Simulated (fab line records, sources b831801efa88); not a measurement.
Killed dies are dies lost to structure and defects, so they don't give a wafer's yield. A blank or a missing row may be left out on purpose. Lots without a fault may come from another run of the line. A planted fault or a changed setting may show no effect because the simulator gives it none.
Problem report in the 8D (eight disciplines) form, filled by code | flow gf180mcu | the parts of the form that need people (team, actions taken, sign-off) are left out

1. THE PROBLEM
beam_energy_keV at GF_DNWELL_IMPLANT_07 reads a mean of 1744.9 on 6 wafers of 2 lots; wafers without a fault read 1500.1 with a standard deviation of 0.45. That is +99 or more standard deviations from the usual mean.
First seen on wafer L463.2, day 4 07:36, on implanter-02. The record holds 18 wafers of 6 lots with a number at this step. Rule for "out", or "out of limits": more than 4 standard deviations from the usual mean. The other wafers with a number count as sound.

2. WHAT IT IS AND WHAT IT IS NOT
question                    | is                     | is not
which readings at this step | beam_energy_keV        | -
which lots                  | L463, L464             | L457, L461, L472, L479
which wafers of those lots  | all that have a number | -
read on which tools         | implanter-02           | implanter-01, implanter-04
when                        | from day 4 07:36       | up to then (6 sound wafers); but 6 sound wafers of L472, L479 came after

3. SUSPECTS, AND WHAT RULES EACH OUT
Counting: a tool at a process step up to the reading stays a suspect if it ran every lot that is out and no sound lot after the first of them.
- implanter-02 at GF_DNWELL_IMPLANT_07: ruled out as a lasting fault. Sound lots L479 ran on it after its first lot that is out, L463 (day 4 07:36).
Left after counting: nothing in the record.

4. THE CAUSE (what the simulator had put in)
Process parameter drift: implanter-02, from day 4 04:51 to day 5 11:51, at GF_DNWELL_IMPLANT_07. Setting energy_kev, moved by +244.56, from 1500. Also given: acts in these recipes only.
Counting ruled it out, wrongly.

5. THE CHAIN OF EFFECTS, in route order
Each row: a reading whose mean over the struck wafers that have a number lies more than 3 standard deviations from the usual. Only readings for which the record gives a usual standard deviation are gone through. hours: the time from each lot's start at the first step in this table that gives one to its start at this step, as a median over the lots. sigmas: the change in usual standard deviations.
hours | step                 | reading         | usual  | on struck wafers | change | sigmas
0     | GF_DNWELL_IMPLANT_07 | beam_energy_keV | 1500.1 | 1744.9           | +244.8 | +99 or more
The process steps in it:
- GF_DNWELL_IMPLANT_07

6. WHAT WOULD HAVE CAUGHT IT SOONER
In this record the first reading out of limits was taken at day 4 07:36, 3 hours after the fault began at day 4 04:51.
